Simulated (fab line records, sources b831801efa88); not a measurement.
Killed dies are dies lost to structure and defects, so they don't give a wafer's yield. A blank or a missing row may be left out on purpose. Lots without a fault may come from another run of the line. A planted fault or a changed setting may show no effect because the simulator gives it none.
Which tool did it? | flow sky130 | 14 lots, 42 wafers sampled, at 4 steps of a route of 708

WHAT THE GAUGES READ, wafer by wafer
SKY_GATE_OXIDE_OVL_MEAS_10.
lot  | measured     | on         | GATE_OXIDE_OVL (nm)
L811 | day 14 07:45 | overlay-01 | 1.6 0.9 -0.4
L810 | day 14 08:20 | overlay-02 | -1.4 -0.8 -1.0
L813 | day 14 14:04 | overlay-02 | 0.0 -0.6 0.5
L814 | day 14 19:59 | overlay-02 | -3.0 -1.9 -0.3
L815 | day 15 08:24 | overlay-02 | -0.8 -0.2 -0.6
L817 | day 16 09:56 | overlay-02 | 3.6 0.6 1.5
L818 | day 16 23:32 | overlay-01 | -1.2 1.1 -1.1
L819 | day 17 12:13 | overlay-02 | 0.8 -1.3 0.6
L825 | day 19 00:05 | overlay-02 | -0.6 -0.1 -0.4
L826 | day 19 12:00 | overlay-01 | -0.9 2.0 -0.3
L828 | day 20 03:49 | overlay-01 | -2.4 0.5 0.2
L830 | day 20 20:43 | overlay-01 | -0.9 1.0 -1.2
L832 | day 21 16:57 | overlay-02 | 2.1 3.0 1.9
L833 | day 21 20:49 | overlay-01 | 2.1 1.0 0.7

SKY_LDD_HVP_OVL_MEAS_07.
lot  | measured     | on         | LDD_HVP_OVL (nm)
L811 | day 22 01:33 | overlay-02 | 1.1 0.9 -0.8
L810 | day 22 04:01 | overlay-02 | -0.6 1.7 -0.2
L813 | day 22 11:42 | overlay-02 | 1.8 0.6 1.8
L814 | day 22 17:22 | overlay-02 | 1.3 0.2 2.1
L815 | day 23 05:42 | overlay-02 | -0.7 1.6 -1.4
L817 | day 24 10:05 | overlay-01 | -0.1 -0.5 2.1
L818 | day 24 22:29 | overlay-01 | -0.7 -2.3 -1.0
L819 | day 25 14:09 | overlay-01 | -0.1 0.9 1.4
L825 | day 27 01:06 | overlay-02 | -0.1 -1.0 -1.0
L826 | day 27 10:07 | overlay-02 | -0.7 0.4 -1.7
L828 | day 28 01:36 | overlay-02 | 0.3 -1.7 1.3
L830 | day 28 15:19 | overlay-02 | -0.3 -0.1 2.4
L832 | day 29 11:41 | overlay-02 | 1.2 2.4 0.5
L833 | day 29 16:03 | overlay-01 | 0.8 1.8 -2.0

SKY_SD_P_OVL_MEAS_08.
lot  | measured     | on         | SD_P_OVL (nm)
L811 | day 25 22:41 | overlay-01 | 2.8 2.2 -0.3
L810 | day 26 01:33 | overlay-02 | -2.5 -0.4 -2.8
L813 | day 26 08:22 | overlay-02 | 0.4 0.0 1.0
L814 | day 26 14:01 | overlay-02 | 1.7 0.6 1.0
L815 | day 27 03:03 | overlay-01 | -2.3 -1.5 -2.3
L817 | day 28 04:25 | overlay-02 | 0.8 0.0 -0.2
L818 | day 28 17:46 | overlay-02 | -1.4 -1.0 -2.2
L819 | day 29 12:30 | overlay-02 | 0.1 -0.3 1.2
L825 | day 30 18:19 | overlay-01 | 1.4 0.5 -0.2
L826 | day 31 06:04 | overlay-02 | -0.5 1.5 -1.2
L828 | day 31 17:02 | overlay-01 | -0.2 1.6 0.0
L830 | day 32 07:11 | overlay-01 | 0.2 0.3 -0.8
L832 | day 33 03:20 | overlay-02 | 1.1 2.0 1.3
L833 | day 33 07:34 | overlay-01 | 1.1 1.7 -0.3

WHICH TOOL RAN EACH LOT (tool, then ch and the chambers of the sampled wafers, then the start)
lot  | SKY_LDD_LDN_CLEAN_14
L811 | wet_bench-04 ch 0, day 23 08:26
L810 | wet_bench-03 ch 0, day 23 10:53
L813 | wet_bench-03 ch 2, day 23 18:11
L814 | wet_bench-03 ch 0, day 24 00:20
L815 | wet_bench-03 ch 0, day 24 13:41
L817 | wet_bench-04 ch 3, day 25 16:41
L818 | wet_bench-02 ch 2, day 26 05:17
L819 | wet_bench-03 ch 3, day 26 20:41
L825 | wet_bench-02 ch 3, day 28 07:44
L826 | wet_bench-02 ch 3, day 28 16:47
L828 | wet_bench-02 ch 0, day 29 07:44
L830 | wet_bench-02 ch 3, day 29 21:35
L832 | wet_bench-04 ch 3, day 30 17:00
L833 | wet_bench-02 ch 2, day 30 21:23
- SKY_LDD_LDN_CLEAN_14: cleans in SC1/SC2, time 150 s.

WHAT THE TOOLS THEMSELVES READ (means of the sampled wafers that have a number; where no wafer has one, the mark that the record gives instead)
SKY_LDD_LDN_CLEAN_14.
lot  | tool         | bath_guard_temp_C (C) | bath_heat_duty_pct (%)
L811 | wet_bench-04 | 70.4                  | 11.7
L810 | wet_bench-03 | 70.1                  | 15.3
L813 | wet_bench-03 | 69.8                  | 15.2
L814 | wet_bench-03 | 70.3                  | 15.1
L815 | wet_bench-03 | 70.4                  | 15.0
L817 | wet_bench-04 | 70.3                  | 15.6
L818 | wet_bench-02 | 70.5                  | 13.1
L819 | wet_bench-03 | 70.6                  | 15.2
L825 | wet_bench-02 | -                     | -
L826 | wet_bench-02 | -                     | -
L828 | wet_bench-02 | 70.7                  | 13.4
L830 | wet_bench-02 | 69.7                  | 11.9
L832 | wet_bench-04 | 70.1                  | 16.9
L833 | wet_bench-02 | 70.3                  | 13.1

THE ANSWER, worked out from the rows above alone
Rule: what is usual is taken from the lots themselves. Put in order of their means at a reading, lots are off if they are a third of the lots or fewer, leave a main group of 4 or more, and stand apart from it by a gap of 3 or more times the standard deviation of the main group's means; of several such gaps the widest counts. A main group whose means are all the same, to the digits that the tables above print for the reading, isn't used. A lot without any number at a reading at which 4 lots or more have one is off too. The other lots that the step has rows for count as sound. The gauges are gone through in route order, then the tools' own readings, and for those a lot's mean is taken as printed above. The first step at which some lot is off is used, and at that step the reading that is off furthest; a lot without a number counts as furthest.
Off: L825, L826, at SKY_LDD_LDN_CLEAN_14 (bath_guard_temp_C). Without a number there: L825, L826. The main group: mean 70.3 C, standard deviation 0.29.
A tool fits if, at that step or a process step before it, it ran every lot that is off, and no sound lot after the first of them. None of those tried fits.

WHAT THE SIMULATOR HAD PUT IN
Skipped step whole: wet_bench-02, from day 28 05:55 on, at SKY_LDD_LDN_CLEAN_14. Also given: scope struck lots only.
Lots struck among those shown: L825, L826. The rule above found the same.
